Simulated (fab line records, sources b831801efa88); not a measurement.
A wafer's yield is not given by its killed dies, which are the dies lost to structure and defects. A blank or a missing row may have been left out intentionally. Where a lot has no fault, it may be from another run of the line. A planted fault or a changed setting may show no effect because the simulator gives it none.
Comparing a struck lot with a sound one :: flow sfq line :: 15 out of 325 route steps
Sound: these wafers, L745.2, L745.3, L745.6. Struck: wafer L755.4; the same lot's L755.2 was not struck, so it is left out; see the end for the cause.
At each step with rows: each side's tool, then ch and its chambers, then its first start. Under that, the readings that differ: sound wafers :: struck wafers :: difference of the means :: sigmas: that difference in standard deviations of wafers without a fault.
alike: readings whose means differ by less than 2 such deviations, and words and numbers that are the same on both sides. not compared: withheld readings, readings that some wafer has no value for, bounds like >300 that may hide the same value, and numbers for which the record gives no deviation and whose values overlap.
A row with sigmas, a row that says differs or no value, or rows on one side alone: a step with any of these is where the two part. Non-overlapping numbers with no deviation appear without sigmas and do not part them. A reading missing from all wafers of one side parts the sides only when that side holds two or more wafers.

SFQ_TRILAYER_JJ_CE_BARC_OPEN_RIE_150: chemistry O2, target BARC, target depth 240 nm, time 80 s.
  sound on rie metal-01 ch 0,1, day 53 06:19; struck on rie metal-02 ch 1, day 58 14:11
reading: oes product au (a.u.)
sound: 0.535 0.542 0.540
struck: 0.550
difference: +0.011
sigmas: +2
  alike: drypump motor current A, rf fwd power W
  not compared: rf hours counter h
SFQ_TRILAYER_JJ_CE_ETCH_RIE_118: chemistry SF6, target Nb, stops on Al2O3, time 97.7 s, target depth 170 nm.
  sound on rie metal-01 ch 0,1, day 53 06:25; struck on rie metal-02 ch 1, day 58 14:23
  alike: drypump motor current A, oes product au, rf fwd power W
  not compared: rf hours counter h
next, for these wafers, 1 step has no rows: SFQ_TRILAYER_JJ_ANODIZE_ANODIZE_119.
SFQ_TRILAYER_JJ_CE_STRIP_STRIP_120: strips in O2.
  sound on rie metal-02 ch 0, day 53 07:01; struck on rie metal-02 ch 1, day 58 15:18
  alike: drypump motor current A, oes product au
  not compared: rf hours counter h
then, 7 steps without rows for these wafers: SFQ_TRILAYER_JJ_CE_STRIP_SOLV_CLEAN_121 (cleans in NMP, time 600 s); SFQ_TRILAYER_M5_LITHO_COAT_128 (resist thk 62 nm); SFQ_TRILAYER_M5_LITHO_COAT_123 (resist thk 600 nm); SFQ_TRILAYER_M5_LITHO_SOFTBAKE_127; SFQ_TRILAYER_M5_LITHO_EXPOSE_124 (exposes mask M5, target cd 700 nm); SFQ_TRILAYER_M5_LITHO_PEB_126 (peb time 60 s); SFQ_TRILAYER_M5_LITHO_DEVELOP_125 (time 60 s).
-- the record jumps here: 5 days lie between the struck wafers' starts before and after --
SFQ_M5_OVL_MEAS_932:
  sound on overlay-01, day 58 05:44; struck on overlay-01, day 63 04:47
reading: M5_OVL (nm)
sound: -2 2 -2
struck: 12
difference: +13
sigmas: +2
SFQ_TRILAYER_M5_BARC_OPEN_METAL_ETCH_161: etches BARC in O2, target depth 125 nm, time 41.7 s.
  sound on rie metal-04 ch 0,1, day 58 05:46; struck on rie metal-01 ch 0, day 63 04:49
reading: oes product au (a.u.)
sound: 0.684 0.685 0.683
struck: 0.614
difference: -0.070
sigmas: -15

reading: run length s (s)
sound: 69.0 69.1 69.1
struck: 82.1
difference: +13.0
sigmas: +22

reading: model.KrF_of_TRILAYER_M5_LITHO_COAT_123.thk nm (nm)
sound: 524.3 523.6 522.9
struck: 508.8
difference: -14.8
sigmas: 
  alike: drypump motor current A, rf fwd power W
  not compared: rf hours counter h
SFQ_TRILAYER_M5_ETCH_METAL_ETCH_126: etches Nb in Cl2/BCl3, stops on SiO2, time 203.2 s, target depth 265 nm.
  sound on rie metal-04 ch 0,1, day 58 05:49; struck on rie metal-01 ch 0, day 63 04:52
reading: model.KrF_of_TRILAYER_M5_LITHO_COAT_123.thk nm (nm)
sound: 372.4 368 367.8
struck: 356.6
difference: -12.8
sigmas: 
  alike: drypump motor current A, oes product au, rf fwd power W, run length s
  not compared: rf hours counter h
SFQ_TRILAYER_M5_STRIP_STRIP_127: strips in O2.
  sound on rie metal-04 ch 0,1, day 58 06:01; struck on rie metal-01 ch 0, day 63 05:04
  alike: drypump motor current A, oes product au
  not compared: rf hours counter h

WHERE THEY PART
At SFQ_TRILAYER_JJ_CE_BARC_OPEN_RIE_150 first; at SFQ_TRILAYER_M5_BARC_OPEN_METAL_ETCH_161 last (within this record only). Later steps at which nothing parts them and some readings are alike: SFQ_TRILAYER_M5_ETCH_METAL_ETCH_126, SFQ_TRILAYER_M5_STRIP_STRIP_127.

WHY: the cause the simulator had injected
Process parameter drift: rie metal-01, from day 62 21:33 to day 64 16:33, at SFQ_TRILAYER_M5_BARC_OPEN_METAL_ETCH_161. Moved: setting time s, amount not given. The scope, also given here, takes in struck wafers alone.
